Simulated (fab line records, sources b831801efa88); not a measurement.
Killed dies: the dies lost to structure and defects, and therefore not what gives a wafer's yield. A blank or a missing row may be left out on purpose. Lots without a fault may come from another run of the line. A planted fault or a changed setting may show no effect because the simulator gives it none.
Matching of chambers | flow gf180mcu | GF_V1_CMP_26 on cmp-02 has 4 sister chambers
The step polishes, stops on SiO2, t overpolish 15 s, target thk 0 nm. 4 wafers are shown with their chamber, then 7 later ones without.

WAFERS WITH THEIR CHAMBER
wafer  | chamber | motor current A (A)
L706.6 | 1       | 10.0
L712.3 | 0       | 11.2
L712.5 | 2       | 11.0
L713.1 | 3       | 9.0

WAFERS WITHOUT THEIR CHAMBER
wafer  | motor current A (A)
L713.3 | 11.0
L713.4 | 9.8
L716.1 | 11.2
L716.4 | 9.2
L716.6 | 11.1
L722.1 | 9.4
L722.6 | 9.1

WHICH CHAMBER EACH WENT THROUGH
wafer  | from the rows above     | in truth
L713.3 | can't be placed: 2 or 0 | 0
L713.4 | 1                       | 1
L716.1 | can't be placed: 0 or 2 | 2
L716.4 | 3                       | 3
L716.6 | can't be placed: 0 or 2 | 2
L722.1 | can't be placed: 3 or 1 | 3
L722.6 | 3                       | 3
Placed correctly: 3 of 7. Not placeable from these rows: 4 (in 4, the candidates include the true chamber). Wrongly placed: 0.
How it was worked out, from the rows above alone: a wafer's distance from a chamber is the root of the sum, over the readings, of the square of ((its reading less the chamber's mean) divided by the reading's scatter). If the next closest chamber is less than 2 further off than the closest, the wafer can't be placed; otherwise it belongs to the closest. Each chamber's mean is taken over the wafers shown for it. The scatter (one wafer shown for each chamber): square how far every hidden wafer sits from the nearest shown wafer, average those squares and take the square root.
